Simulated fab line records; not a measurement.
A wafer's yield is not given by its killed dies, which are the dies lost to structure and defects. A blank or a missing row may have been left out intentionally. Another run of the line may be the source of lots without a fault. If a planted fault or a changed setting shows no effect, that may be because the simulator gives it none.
fab line records :: flow sky130
[record]
  lots = 5
  wafers = 15
  last_day = 50
route steps=708 shown METAL2@497 VIA2@507 PAD_OPEN@708
lots that met no fault: from a run of the same line without faults
start_h: hours from the record's opening day to when the first of the lot's shown wafers began :: wait_h: hours since the lot's step before :: " the same as in the row above :: L1.1+2: a row that stands for several wafers :: - no value present, or no start provided :: * or withheld: withheld :: < > ~ a bound
route shown NAME@n: names a module that has steps shown in the file, with the first one's number in the route :: usual: average and standard deviation across the fault-free wafers :: same: alike in all rows :: chamber/n: place in a boat :: sites: per-site readings :: _std_site: standard deviation of those values :: _edge_site: mean of outer sites minus mean of inner sites :: radius_mm: how far each site lies from the wafer's centre :: mask NAME#n: copy n :: behind: the last tool/chamber to shape the wafer :: hold: why the lot was held/for how many hours/how that ended :: device: which transistor (n, p or np) failed to switch :: end of line: at the end of the route, the tests of the same wafers :: a step given without rows: its recipe and nothing more :: killed: dies that structure and defects cost at the first sort, which is not the same as the wafer's yield :: map: per-die view of a wafer (x killed, . not killed, _ where there is no die)
set.NAME: the setting as run; set.NAME@STEP: as run at that earlier step :: model.NAME: the simulator's own value behind a step, which no gauge read
certain route steps with their lots: each step a table, each wafer a row
services: the hour from which a tool's chamber was out of use, counted from the record's first day as start_h (under 0 if before that day), plus the number of hours and why
[[steps]]
[step SKY_METAL2_DEVELOP_14]
[recipe]
  develop_time_s = 60
  resist = KrF-thick
  dev_temp_c = 21
[step SKY_METAL2_DESCUM_17]
[recipe]
  chemistry = O2
  source_power_w = 150
  bias_power_w = 0
  pressure_mtorr = 10
  temp_c = 40
  time_s = 8
[step SKY_METAL2_ETCH_18]
[recipe]
  chemistry = N2/H2
  target = BARC
  ion_energy_ev = 200
  bias_w = 100
  pressure_mtorr = 30
  n2_flow_sccm = 100
  h2_flow_sccm = 200
  icp_w = 500
  stop_on = SiO2
  time_s = 45.9
  target_depth_a = 600
[step SKY_METAL2_METAL_ETCH_19]
[recipe]
  target_depth_a = 3600
  stop_on = SiO2
  over_etch_frac = 0.3
  time_s = 78
  chemistry = Cl2/BCl3
  resist_sidewall_deg = 88
  pressure_mtorr = 10
  icp_w = 900
  bias_w = 48.5
  Cl2_flow_sccm = 60
  bcl3_flow_sccm = 30
[step SKY_METAL2_STRIP_20]
[recipe]
  chemistry = O2/N2
  power_w = 1400
  pressure_mtorr = 1500
  platen_temp_c = withheld
  o2_flow_sccm = 3000
  n2_flow_sccm = 300
  overash_fraction = 0.5
[step SKY_METAL2_STRIP_21]
[recipe]
  chemistry = post_etch_residue_remover
  time_s = 1200
  temp_c = 72.5
[step SKY_METAL2_CLEAN_22]
[recipe]
  chemistry = IPA
  time_s = 180
  temp_c = 25
[step SKY_METAL2_CLEAN_23]
[recipe]
  chemistry = O3/DIW
  dry = n2_spin
[step SKY_VIA2_HDPCVD_00]
[recipe]
  material = SiO2
  target_thk_nm = 1180
  sigma_open_frac = 0.3
  time_s = 196.7
  temp_c = 400
  sih4_flow_sccm = 60
  pressure_mtorr = 6
[step SKY_VIA2_CMP_02]
[recipe]
  material = SiO2
  down_force_psi = 4
  platen_rpm = 60
  pad_velocity_m_s = 0.94248
[usual]
  motor_current_A = 12.5/0.94
  platen_rpm = 60.00/0.039
lot.wafer: L880.1
tool: cmp-02
chamber: 1
start_h: 896.96
wait_h: 0.1
motor_current_A: 12.9
platen_rpm: 53.97

lot.wafer: L880.4
tool: cmp-02
chamber: 3
start_h: 896.96
wait_h: 0.1
motor_current_A: 13.2
platen_rpm: 54.01

lot.wafer: L880.5
tool: cmp-02
chamber: 1
start_h: 896.96
wait_h: 0.1
motor_current_A: 11.7
platen_rpm: 54.05

lot.wafer: L881.4
tool: cmp-02
chamber: 1
start_h: 905.29
wait_h: 0.0
motor_current_A: 13.2
platen_rpm: 53.94

lot.wafer: L881.3
tool: cmp-02
chamber: 2
start_h: 905.29
wait_h: 0.0
motor_current_A: 13.9
platen_rpm: 53.98

lot.wafer: L881.2
tool: cmp-02
chamber: 3
start_h: 905.29
wait_h: 0.0
motor_current_A: 12.5
platen_rpm: 54.02

lot.wafer: L882.1
tool: cmp-02
chamber: 2
start_h: 919.50
wait_h: 0.1
motor_current_A: 14.9
platen_rpm: 53.99

lot.wafer: L882.6
tool: cmp-02
chamber: 2
start_h: 919.50
wait_h: 0.1
motor_current_A: 14.3
platen_rpm: 53.98

lot.wafer: L882.5
tool: cmp-02
chamber: 3
start_h: 919.50
wait_h: 0.1
motor_current_A: 12.4
platen_rpm: 53.98

lot.wafer: L887.2
tool: cmp-01
chamber: 3
start_h: 979.24
wait_h: 0.0
motor_current_A: 10.7
platen_rpm: 60.04

lot.wafer: L887.4
tool: cmp-01
chamber: 2
start_h: 979.24
wait_h: 0.0
motor_current_A: 11.4
platen_rpm: 59.96

lot.wafer: L887.5
tool: cmp-01
chamber: 3
start_h: 979.24
wait_h: 0.0
motor_current_A: 11.2
platen_rpm: 60.02

lot.wafer: L890.3
tool: cmp-02
chamber: 0
start_h: 981.85
wait_h: 0.1
motor_current_A: 12.3
platen_rpm: 60.02

lot.wafer: L890.1
tool: cmp-02
chamber: 2
start_h: 981.85
wait_h: 0.1
motor_current_A: 13.8
platen_rpm: 59.95

lot.wafer: L890.4
tool: cmp-02
chamber: 3
start_h: 981.85
wait_h: 0.1
motor_current_A: 12.4
platen_rpm: 60.01
[step SKY_VIA2_DEHYDRATE_04]
[recipe]
  temp_c = 200
  time_s = 60
[step SKY_VIA2_HMDS_05]
[recipe]
  prime_time_s = 60
  prime_temp_c = 120
[step SKY_VIA2_COAT_06]
[recipe]
  resist = BARC
  temp_c = withheld
  time_s = withheld
  spin_rpm = 3000
  resist_thk_nm = 60
[step SKY_VIA2_COAT_07]
[recipe]
  resist = KrF-thick
  spin_rpm = 3000
  resist_thk_nm = 450
[step SKY_VIA2_SOFTBAKE_08]
[recipe]
  temp_c = 100
  time_s = 90
  resist = KrF-thick
[step SKY_VIA2_EXPOSE_09]
[recipe]
  mask_id = VIM2
  na = 0.8
  source_shape = annular
  sigma_inner = 0.55
  sigma_outer = 0.85
  target_cd_nm = 200
  dose_mj = 38
[step SKY_VIA2_PEB_10]
[recipe]
  peb_temp_c = withheld
  peb_time_s = withheld
  resist = KrF-thick
[step SKY_VIA2_DEVELOP_11]
[recipe]
  develop_time_s = 60
  resist = KrF-thick
  dev_temp_c = 21.74
lot.wafer: L880.1
tool: litho_track-04
chamber: 0
start_h: -
wait_h: -
model.VIA2.cd_nm: 207.1

lot.wafer: L880.4
tool: litho_track-04
chamber: 0
start_h: -
wait_h: -
model.VIA2.cd_nm: 206.8

lot.wafer: L880.5
tool: litho_track-04
chamber: 0
start_h: -
wait_h: -
model.VIA2.cd_nm: 207.6

lot.wafer: L881.2
tool: litho_track-01
chamber: 0
start_h: -
wait_h: -
model.VIA2.cd_nm: 207.4

lot.wafer: L881.3
tool: litho_track-01
chamber: 0
start_h: -
wait_h: -
model.VIA2.cd_nm: 206.7

lot.wafer: L881.4
tool: litho_track-01
chamber: 0
start_h: -
wait_h: -
model.VIA2.cd_nm: 206.6

lot.wafer: L882.1
tool: litho_track-04
chamber: 0
start_h: -
wait_h: -
model.VIA2.cd_nm: 205.4

lot.wafer: L882.5
tool: litho_track-04
chamber: 0
start_h: -
wait_h: -
model.VIA2.cd_nm: 205.5

lot.wafer: L882.6
tool: litho_track-04
chamber: 0
start_h: -
wait_h: -
model.VIA2.cd_nm: 205.6

lot.wafer: L887.2
tool: litho_track-01
chamber: 0
start_h: -
wait_h: -
model.VIA2.cd_nm: 200.8

lot.wafer: L887.4
tool: litho_track-01
chamber: 0
start_h: -
wait_h: -
model.VIA2.cd_nm: 199.7

lot.wafer: L887.5
tool: litho_track-01
chamber: 0
start_h: -
wait_h: -
model.VIA2.cd_nm: 198.6

lot.wafer: L890.1
tool: litho_track-01
chamber: 0
start_h: -
wait_h: -
model.VIA2.cd_nm: 200.2

lot.wafer: L890.3
tool: litho_track-01
chamber: 0
start_h: -
wait_h: -
model.VIA2.cd_nm: 201.7

lot.wafer: L890.4
tool: litho_track-01
chamber: 0
start_h: -
wait_h: -
model.VIA2.cd_nm: 199.8
[step SKY_VIA2_CD_MEAS_12]
[recipe]
  target_cd_nm = 200
[usual]
  cd_nm = 199.7/1.3
lot.wafer: L880.1
tool: cd_sem-01
chamber: -
start_h: 922.23
wait_h: -
cd_nm: 207.3

lot.wafer: L880.4
tool: cd_sem-01
chamber: -
start_h: 922.23
wait_h: -
cd_nm: 206.9

lot.wafer: L880.5
tool: cd_sem-01
chamber: -
start_h: 922.23
wait_h: -
cd_nm: 208.1

lot.wafer: L881.2
tool: cd_sem-01
chamber: -
start_h: 930.14
wait_h: -
cd_nm: 207.6

lot.wafer: L881.3
tool: cd_sem-01
chamber: -
start_h: 930.14
wait_h: -
cd_nm: 207.0

lot.wafer: L881.4
tool: cd_sem-01
chamber: -
start_h: 930.14
wait_h: -
cd_nm: 207.0

lot.wafer: L882.1
tool: cd_sem-01
chamber: -
start_h: 943.68
wait_h: -
cd_nm: 205.2

lot.wafer: L882.5
tool: cd_sem-01
chamber: -
start_h: 943.68
wait_h: -
cd_nm: 205.6

lot.wafer: L882.6
tool: cd_sem-01
chamber: -
start_h: 943.68
wait_h: -
cd_nm: 205.6

lot.wafer: L887.2
tool: cd_sem-02
chamber: -
start_h: 1002.99
wait_h: -
cd_nm: 200.8

lot.wafer: L887.4
tool: cd_sem-02
chamber: -
start_h: 1002.99
wait_h: -
cd_nm: 199.6

lot.wafer: L887.5
tool: cd_sem-02
chamber: -
start_h: 1002.99
wait_h: -
cd_nm: 198.8

lot.wafer: L890.1
tool: cd_sem-02
chamber: -
start_h: 1005.42
wait_h: -
cd_nm: 199.8

lot.wafer: L890.3
tool: cd_sem-02
chamber: -
start_h: 1005.42
wait_h: -
cd_nm: 201.7

lot.wafer: L890.4
tool: cd_sem-02
chamber: -
start_h: 1005.42
wait_h: -
cd_nm: 199.9
[step SKY_VIA2_ETCH_14]
[recipe]
  chemistry = N2/H2
  target = BARC
  ion_energy_ev = 200
  source_w = 500
  bias_w = 100
  pressure_mtorr = 30
  n2_flow_sccm = 100
  h2_flow_sccm = 200
  stop_on = SiO2
  time_s = 45.9
  target_depth_a = 600
[step SKY_VIA2_ETCH_15]
[recipe]
  target = SiO2
  chemistry = C4F8/O2/Ar
  target_depth_nm = 546
  stop_on = TiN
  mask_material = KrF-thick
  source_w = 1500
  bias_w = 1200
  pressure_mtorr = 40
  c4f8_flow_sccm = withheld
  O2_flow_sccm = 6
  Ar_flow_sccm = 300
  time_s = 84
[usual]
  oes_product_au = 0.939/0.0049
lot.wafer: L880.1
tool: rie_diel-04
chamber: 0
start_h: 922.43
wait_h: 0.0
oes_product_au: 0.945
rf_hours_counter_h: 19
model.VIA2.cd_nm: 207.3

lot.wafer: L880.4
tool: rie_diel-04
chamber: 3
start_h: 922.43
wait_h: 0.0
oes_product_au: 0.932
rf_hours_counter_h: 27
model.VIA2.cd_nm: 203.6

lot.wafer: L880.5
tool: rie_diel-04
chamber: 2
start_h: 922.43
wait_h: 0.0
oes_product_au: 0.954
rf_hours_counter_h: -
model.VIA2.cd_nm: 209.9

lot.wafer: L881.2
tool: rie_diel-03
chamber: 1
start_h: 930.31
wait_h: 0.0
oes_product_au: 0.938
rf_hours_counter_h: 18
model.VIA2.cd_nm: 205.1

lot.wafer: L881.3
tool: rie_diel-03
chamber: 2
start_h: 930.31
wait_h: 0.0
oes_product_au: 0.937
rf_hours_counter_h: 18
model.VIA2.cd_nm: 203.5

lot.wafer: L881.4
tool: rie_diel-03
chamber: 3
start_h: 930.31
wait_h: 0.0
oes_product_au: 0.934
rf_hours_counter_h: 11
model.VIA2.cd_nm: 203.5

lot.wafer: L882.1
tool: rie_diel-04
chamber: 0
start_h: 943.88
wait_h: 0.0
oes_product_au: 0.943
rf_hours_counter_h: 19
model.VIA2.cd_nm: 206

lot.wafer: L882.5
tool: rie_diel-04
chamber: 2
start_h: 943.88
wait_h: 0.0
oes_product_au: 0.942
rf_hours_counter_h: -
model.VIA2.cd_nm: 211.2

lot.wafer: L882.6
tool: rie_diel-04
chamber: 1
start_h: 943.88
wait_h: 0.0
oes_product_au: 0.935
rf_hours_counter_h: -
model.VIA2.cd_nm: 210.4

lot.wafer: L887.2
tool: rie_diel-03
chamber: 1
start_h: 1003.16
wait_h: 0.0
oes_product_au: 0.943
rf_hours_counter_h: 20
model.VIA2.cd_nm: 201.1

lot.wafer: L887.4
tool: rie_diel-03
chamber: 2
start_h: 1003.16
wait_h: 0.0
oes_product_au: 0.943
rf_hours_counter_h: 20
model.VIA2.cd_nm: 202.6

lot.wafer: L887.5
tool: rie_diel-03
chamber: 3
start_h: 1003.16
wait_h: 0.0
oes_product_au: 0.936
rf_hours_counter_h: -
model.VIA2.cd_nm: 195.8

lot.wafer: L890.1
tool: rie_diel-03
chamber: 2
start_h: 1005.61
wait_h: 0.0
oes_product_au: 0.932
rf_hours_counter_h: 20
model.VIA2.cd_nm: 202.9

lot.wafer: L890.3
tool: rie_diel-03
chamber: 0
start_h: 1005.61
wait_h: 0.0
oes_product_au: 0.932
rf_hours_counter_h: 13
model.VIA2.cd_nm: 204.3

lot.wafer: L890.4
tool: rie_diel-03
chamber: 3
start_h: 1005.61
wait_h: 0.0
oes_product_au: 0.939
rf_hours_counter_h: 13
model.VIA2.cd_nm: 194.5
[step SKY_VIA2_STRIP_16]
[recipe]
  chemistry = O2/N2
  power_w = 1400
  pressure_mtorr = 1500
  platen_temp_c = withheld
  o2_flow_sccm = 3000
  n2_flow_sccm = 300
  overash_fraction = 0.5
[step SKY_PAD_OPEN_PROBE_99]
[usual]
  defect_limited_yield = 82.8/1.7
  killed_at_M0_to_M3 = 43/6.2
  killed_at_M4_up = 2.8/1.7
  killed_at_contacts = 24/4.8
  killed_at_front_end = 15/4.3
  killed_at_other = 0.3/0.55
  killed_dies = 85/8.4
  killed_open = 46/6.7
  killed_short = 38/6.2
  sort_bin_3_pad_short = 0.9/0.46
  sort_bin_5_function = 10.2/1.3
  sort_bin_6_memory = 6.1/0.9
  sort_n_pass = 407/8.4
  sort_yield_pct = 82.8/1.7
[same]
  gross_dies = 492
  killed_at_back_side = 0
  sort_bin_4_leakage[%] = 0
  sort_bin_8_speed[%] = 0
lot.wafer: L880.1
tool: prober-01
chamber: -
start_h: 1131.60
wait_h: 0.1
defect_limited_yield[%]: 82.7
killed_at_M0_to_M3: 42
killed_at_M4_up: 1
killed_at_contacts: 30
killed_at_front_end: 12
killed_at_other: 0
killed_dies: 85
killed_open: 51
killed_short: 34
sort_bin_3_pad_short[%]: 0.4
sort_bin_5_function[%]: 10.2
sort_bin_6_memory[%]: 6.7
sort_n_pass: 407
sort_yield_pct[%]: 82.7
model.etest.via2_chain.rc_ohm: 9.242

lot.wafer: L880.4
tool: prober-01
chamber: -
start_h: 1131.75
wait_h: 0.2
defect_limited_yield[%]: 83.3
killed_at_M0_to_M3: 42
killed_at_M4_up: 4
killed_at_contacts: 19
killed_at_front_end: 17
killed_at_other: 0
killed_dies: 82
killed_open: 40
killed_short: 41
sort_bin_3_pad_short[%]: 1.2
sort_bin_5_function[%]: 9.8
sort_bin_6_memory[%]: 5.7
sort_n_pass: 410
sort_yield_pct[%]: 83.3
model.etest.via2_chain.rc_ohm: 9.477

lot.wafer: L880.5
tool: prober-01
chamber: -
start_h: 1131.80
wait_h: 0.2
defect_limited_yield[%]: 83.9
killed_at_M0_to_M3: 47
killed_at_M4_up: 3
killed_at_contacts: 20
killed_at_front_end: 9
killed_at_other: 0
killed_dies: 79
killed_open: 39
killed_short: 40
sort_bin_3_pad_short[%]: 0.2
sort_bin_5_function[%]: 10.2
sort_bin_6_memory[%]: 5.7
sort_n_pass: 413
sort_yield_pct[%]: 83.9
model.etest.via2_chain.rc_ohm: 9.281

lot.wafer: L881.2
tool: prober-02
chamber: -
start_h: 1141.01
wait_h: 0.1
defect_limited_yield[%]: 83.5
killed_at_M0_to_M3: 37
killed_at_M4_up: 3
killed_at_contacts: 28
killed_at_front_end: 12
killed_at_other: 1
killed_dies: 81
killed_open: 42
killed_short: 39
sort_bin_3_pad_short[%]: 0.6
sort_bin_5_function[%]: 8.9
sort_bin_6_memory[%]: 6.9
sort_n_pass: 411
sort_yield_pct[%]: 83.5
model.etest.via2_chain.rc_ohm: 9.584

lot.wafer: L881.3
tool: prober-02
chamber: -
start_h: 1141.06
wait_h: 0.2
defect_limited_yield[%]: 81.9
killed_at_M0_to_M3: 45
killed_at_M4_up: 1
killed_at_contacts: 25
killed_at_front_end: 18
killed_at_other: 0
killed_dies: 89
killed_open: 55
killed_short: 34
sort_bin_3_pad_short[%]: 1.2
sort_bin_5_function[%]: 9.3
sort_bin_6_memory[%]: 7.5
sort_n_pass: 403
sort_yield_pct[%]: 81.9
model.etest.via2_chain.rc_ohm: 9.788

lot.wafer: L881.4
tool: prober-02
chamber: -
start_h: 1141.11
wait_h: 0.2
defect_limited_yield[%]: 81.9
killed_at_M0_to_M3: 41
killed_at_M4_up: 2
killed_at_contacts: 26
killed_at_front_end: 20
killed_at_other: 0
killed_dies: 89
killed_open: 51
killed_short: 38
sort_bin_3_pad_short[%]: 0.8
sort_bin_5_function[%]: 10.8
sort_bin_6_memory[%]: 6.5
sort_n_pass: 403
sort_yield_pct[%]: 81.9
model.etest.via2_chain.rc_ohm: 9.531

lot.wafer: L882.1
tool: prober-02
chamber: -
start_h: 1146.06
wait_h: 0.1
defect_limited_yield[%]: 84.1
killed_at_M0_to_M3: 40
killed_at_M4_up: 0
killed_at_contacts: 23
killed_at_front_end: 14
killed_at_other: 1
killed_dies: 78
killed_open: 39
killed_short: 39
sort_bin_3_pad_short[%]: 0.4
sort_bin_5_function[%]: 7.9
sort_bin_6_memory[%]: 7.5
sort_n_pass: 414
sort_yield_pct[%]: 84.1
model.etest.via2_chain.rc_ohm: 9.542

lot.wafer: L882.5
tool: prober-02
chamber: -
start_h: 1146.26
wait_h: 0.2
defect_limited_yield[%]: 84.6
killed_at_M0_to_M3: 44
killed_at_M4_up: 1
killed_at_contacts: 24
killed_at_front_end: 7
killed_at_other: 0
killed_dies: 76
killed_open: 36
killed_short: 40
sort_bin_3_pad_short[%]: 0.6
sort_bin_5_function[%]: 8.7
sort_bin_6_memory[%]: 6.1
sort_n_pass: 416
sort_yield_pct[%]: 84.6
model.etest.via2_chain.rc_ohm: 8.86

lot.wafer: L882.6
tool: prober-02
chamber: -
start_h: 1146.31
wait_h: 0.2
defect_limited_yield[%]: 82.5
killed_at_M0_to_M3: 42
killed_at_M4_up: 3
killed_at_contacts: 26
killed_at_front_end: 14
killed_at_other: 1
killed_dies: 86
killed_open: 51
killed_short: 34
sort_bin_3_pad_short[%]: 0.4
sort_bin_5_function[%]: 11.4
sort_bin_6_memory[%]: 5.7
sort_n_pass: 406
sort_yield_pct[%]: 82.5
model.etest.via2_chain.rc_ohm: 9.079

lot.wafer: L887.2
tool: prober-02
chamber: -
start_h: 1190.58
wait_h: 0.1
defect_limited_yield[%]: 81.7
killed_at_M0_to_M3: 53
killed_at_M4_up: 2
killed_at_contacts: 28
killed_at_front_end: 6
killed_at_other: 1
killed_dies: 90
killed_open: 48
killed_short: 42
sort_bin_3_pad_short[%]: 0.8
sort_bin_5_function[%]: 11.8
sort_bin_6_memory[%]: 5.7
sort_n_pass: 402
sort_yield_pct[%]: 81.7
model.etest.via2_chain.rc_ohm: 10.24

lot.wafer: L887.4
tool: prober-02
chamber: -
start_h: 1190.68
wait_h: 0.2
defect_limited_yield[%]: 80.7
killed_at_M0_to_M3: 48
killed_at_M4_up: 7
killed_at_contacts: 25
killed_at_front_end: 14
killed_at_other: 1
killed_dies: 95
killed_open: 43
killed_short: 52
sort_bin_3_pad_short[%]: 1.4
sort_bin_5_function[%]: 11.0
sort_bin_6_memory[%]: 6.9
sort_n_pass: 397
sort_yield_pct[%]: 80.7
model.etest.via2_chain.rc_ohm: 9.679

lot.wafer: L887.5
tool: prober-02
chamber: -
start_h: 1190.73
wait_h: 0.2
defect_limited_yield[%]: 82.3
killed_at_M0_to_M3: 41
killed_at_M4_up: 3
killed_at_contacts: 22
killed_at_front_end: 20
killed_at_other: 1
killed_dies: 87
killed_open: 47
killed_short: 39
sort_bin_3_pad_short[%]: 1.2
sort_bin_5_function[%]: 10.6
sort_bin_6_memory[%]: 5.9
sort_n_pass: 405
sort_yield_pct[%]: 82.3
model.etest.via2_chain.rc_ohm: 10.2

lot.wafer: L890.1
tool: prober-02
chamber: -
start_h: 1195.87
wait_h: 0.1
defect_limited_yield[%]: 83.7
killed_at_M0_to_M3: 47
killed_at_M4_up: 2
killed_at_contacts: 15
killed_at_front_end: 15
killed_at_other: 1
killed_dies: 80
killed_open: 39
killed_short: 41
sort_bin_3_pad_short[%]: 0.6
sort_bin_5_function[%]: 10.4
sort_bin_6_memory[%]: 5.3
sort_n_pass: 412
sort_yield_pct[%]: 83.7
model.etest.via2_chain.rc_ohm: 9.945

lot.wafer: L890.3
tool: prober-02
chamber: -
start_h: 1195.97
wait_h: 0.2
defect_limited_yield[%]: 81.9
killed_at_M0_to_M3: 39
killed_at_M4_up: 2
killed_at_contacts: 28
killed_at_front_end: 20
killed_at_other: 0
killed_dies: 89
killed_open: 49
killed_short: 40
sort_bin_3_pad_short[%]: 1.2
sort_bin_5_function[%]: 11.2
sort_bin_6_memory[%]: 5.7
sort_n_pass: 403
sort_yield_pct[%]: 81.9
model.etest.via2_chain.rc_ohm: 9.78

lot.wafer: L890.4
tool: prober-02
chamber: -
start_h: 1196.02
wait_h: 0.2
defect_limited_yield[%]: 83.5
killed_at_M0_to_M3: 37
killed_at_M4_up: 5
killed_at_contacts: 23
killed_at_front_end: 16
killed_at_other: 0
killed_dies: 81
killed_open: 38
killed_short: 42
sort_bin_3_pad_short[%]: 0.6
sort_bin_5_function[%]: 10.6
sort_bin_6_memory[%]: 5.3
sort_n_pass: 411
sort_yield_pct[%]: 83.5
model.etest.via2_chain.rc_ohm: 10.71
// killed by level:class
L880.1 CONTACT:geometric_particle:open=13 VIA1:geometric_particle:open=9 LI_CONTACT:geometric_particle:open=8 VIA2:geometric_particle:open=8 VIA1:geometric_particle:short=5 METAL1:geometric_particle:short=5 METAL2:geometric_particle:short=5 VIA3:geometric_particle:open=5
L880.4 VIA1:geometric_particle:open=11 VIA1:geometric_particle:short=7 POLY_GATE:geometric_particle:open=5 METAL1:geometric_particle:short=5 FIELD_ISO:geometric_particle:open=4 FIELD_ISO:geometric_particle:short=4 CONTACT:geometric_particle:open=4 LI_CONTACT:geometric_particle:short=4
L880.5 VIA3:geometric_particle:open=9 CONTACT:geometric_particle:open=8 VIA1:geometric_particle:open=8 CONTACT:geometric_particle:short=6 VIA1:geometric_particle:short=5 VIA2:geometric_particle:open=5 METAL3:geometric_particle:short=5 VIA3:geometric_particle:short=5
L881.2 CONTACT:geometric_particle:open=12 VIA1:geometric_particle:open=12 LOCAL_INTERCONNECT:geometric_particle:short=6 CONTACT:geometric_particle:short=6 FIELD_ISO:geometric_particle:short=5 METAL2:geometric_particle:short=5 METAL1:geometric_particle:short=4 VIA2:geometric_particle:open=4
L881.3 VIA1:geometric_particle:open=12 VIA3:geometric_particle:open=9 LI_CONTACT:geometric_particle:open=8 CONTACT:geometric_particle:open=8 VIA2:geometric_particle:open=6 METAL1:geometric_particle:short=5 FIELD_ISO:geometric_particle:short=4 SPACER:geometric_particle:open=4
L881.4 VIA1:geometric_particle:open=13 LI_CONTACT:geometric_particle:open=9 CONTACT:geometric_particle:open=8 POLY_GATE:geometric_particle:short=7 METAL1:geometric_particle:short=6 FIELD_ISO:geometric_particle:open=5 CONTACT:geometric_particle:short=5 VIA2:geometric_particle:open=4
L882.1 VIA1:geometric_particle:open=9 METAL2:geometric_particle:short=8 LI_CONTACT:geometric_particle:open=7 CONTACT:geometric_particle:short=5 LI_CONTACT:geometric_particle:short=4 METAL1:geometric_particle:short=4 VIA3:geometric_particle:open=4 POLY_GATE:geometric_particle:open=3
L882.5 METAL1:geometric_particle:short=11 VIA1:geometric_particle:open=10 CONTACT:geometric_particle:short=8 CONTACT:geometric_particle:open=7 VIA1:geometric_particle:short=7 VIA3:geometric_particle:open=6 LI_CONTACT:geometric_particle:open=5 METAL2:geometric_particle:short=5
L882.6 LI_CONTACT:geometric_particle:open=11 VIA1:geometric_particle:open=8 VIA2:geometric_particle:open=8 CONTACT:geometric_particle:open=7 VIA3:geometric_particle:open=6 METAL1:geometric_particle:short=6 FIELD_ISO:geometric_particle:open=5 FIELD_ISO:geometric_particle:short=5
L887.2 VIA1:geometric_particle:open=12 CONTACT:geometric_particle:open=11 METAL1:geometric_particle:short=8 VIA3:geometric_particle:open=8 CONTACT:geometric_particle:short=6 LI_CONTACT:geometric_particle:open=6 METAL3:geometric_particle:short=5 LOCAL_INTERCONNECT:geometric_particle:short=4
L887.4 CONTACT:geometric_particle:open=9 METAL1:geometric_particle:short=8 VIA1:geometric_particle:open=8 CONTACT:geometric_particle:short=6 VIA1:geometric_particle:short=6 VIA3:geometric_particle:open=6 LI_CONTACT:geometric_particle:open=5 VIA2:geometric_particle:short=4
L887.5 LI_CONTACT:geometric_particle:open=9 VIA3:geometric_particle:open=9 VIA1:geometric_particle:open=7 FIELD_ISO:geometric_particle:short=5 POLY_GATE:geometric_particle:short=5 CONTACT:geometric_particle:open=5 METAL2:geometric_particle:short=4 METAL1:geometric_particle:short=4
L890.1 METAL1:geometric_particle:short=10 CONTACT:geometric_particle:open=9 VIA1:geometric_particle:open=8 METAL2:geometric_particle:short=8 FIELD_ISO:geometric_particle:short=4 LI_CONTACT:geometric_particle:open=4 VIA2:geometric_particle:open=4 VIA3:geometric_particle:short=4
L890.3 CONTACT:geometric_particle:open=9 FIELD_ISO:geometric_particle:short=7 POLY_GATE:geometric_particle:open=7 VIA1:geometric_particle:open=7 VIA3:geometric_particle:open=7 METAL1:geometric_particle:short=6 LOCAL_INTERCONNECT:geometric_particle:short=6 VIA1:geometric_particle:short=6
L890.4 CONTACT:geometric_particle:short=8 CONTACT:geometric_particle:open=7 VIA1:geometric_particle:open=7 VIA2:geometric_particle:open=6 VIA1:geometric_particle:short=5 METAL2:geometric_particle:short=5 FIELD_ISO:geometric_particle:short=4 VIA3:geometric_particle:open=4
[[services]]
tool: cmp-02
chamber: -
start_h: 912.17
hours: 4.0
kind: pm

tool: cmp-02
chamber: -
start_h: 916.17
hours: -
kind: consumable_replace:conditioner

tool: cmp-02
chamber: -
start_h: 916.17
hours: -
kind: consumable_replace:pad

tool: rie_diel-04
chamber: 3
start_h: 926.89
hours: -
kind: clean

tool: rie_diel-04
chamber: 3
start_h: 926.89
hours: 19.7
kind: scheduled_down

tool: rie_diel-04
chamber: 3
start_h: 926.89
hours: 19.7
kind: vent_cycle

tool: cmp-01
chamber: -
start_h: 934.40
hours: 6.5
kind: repair

tool: cmp-01
chamber: -
start_h: 935.63
hours: 0.3
kind: repair

tool: rie_diel-04
chamber: -
start_h: 968.93
hours: 0.8
kind: repair

tool: cmp-02
chamber: -
start_h: 982.57
hours: 4.1
kind: pm

tool: cmp-01
chamber: -
start_h: 987.42
hours: 1.4
kind: repair

tool: cmp-01
chamber: -
start_h: 991.57
hours: 3.6
kind: repair
[[key]]
[first_sign]
  step = SKY_VIA2_CMP_02
  reading = platen_rpm
  direction = down
  sigmas = 99+
  usual = 60.00
  struck = 53.99
[effect]
  step = SKY_VIA2_CD_MEAS_12
  reading = cd_nm
  direction = up
  sigmas = 5.5
  usual = 199.7
  struck = 206.7
  through = control_loop
[model_effect]
  step = SKY_VIA2_DEVELOP_11
  value = VIA2.cd_nm
  without = 199.4
  struck = 206.5
[model_effect]
  step = SKY_VIA2_ETCH_15
  value = VIA2.cd_nm
  without = 199.6
  struck = 206.7
[model_effect]
  step = SKY_PAD_OPEN_PROBE_99
  value = etest.via2_chain.rc_ohm
  without = 10.04
  struck = 9.376
met_at SKY_VIA2_CMP_02
struck_wafers L880.1,L880.4,L880.5,L881.2,L881.3,L881.4,L882.1,L882.5,L882.6
[loop_trim]
  step = SKY_VIA2_EXPOSE_09
  setting = dose
  lots = L880,L881,L882
[fault]
  kind = process_parameter_drift
  tool = cmp-02
  chamber = -
  onset_h = 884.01
  steps = SKY_VIA2_CMP_02
  channel = platen_rpm
  offset = -6
  shape = step
  end_h = 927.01
  acts_in = these_recipes_only
  stated = 60
// loop_trim: a control loop set the setting to another value than it would have without faults
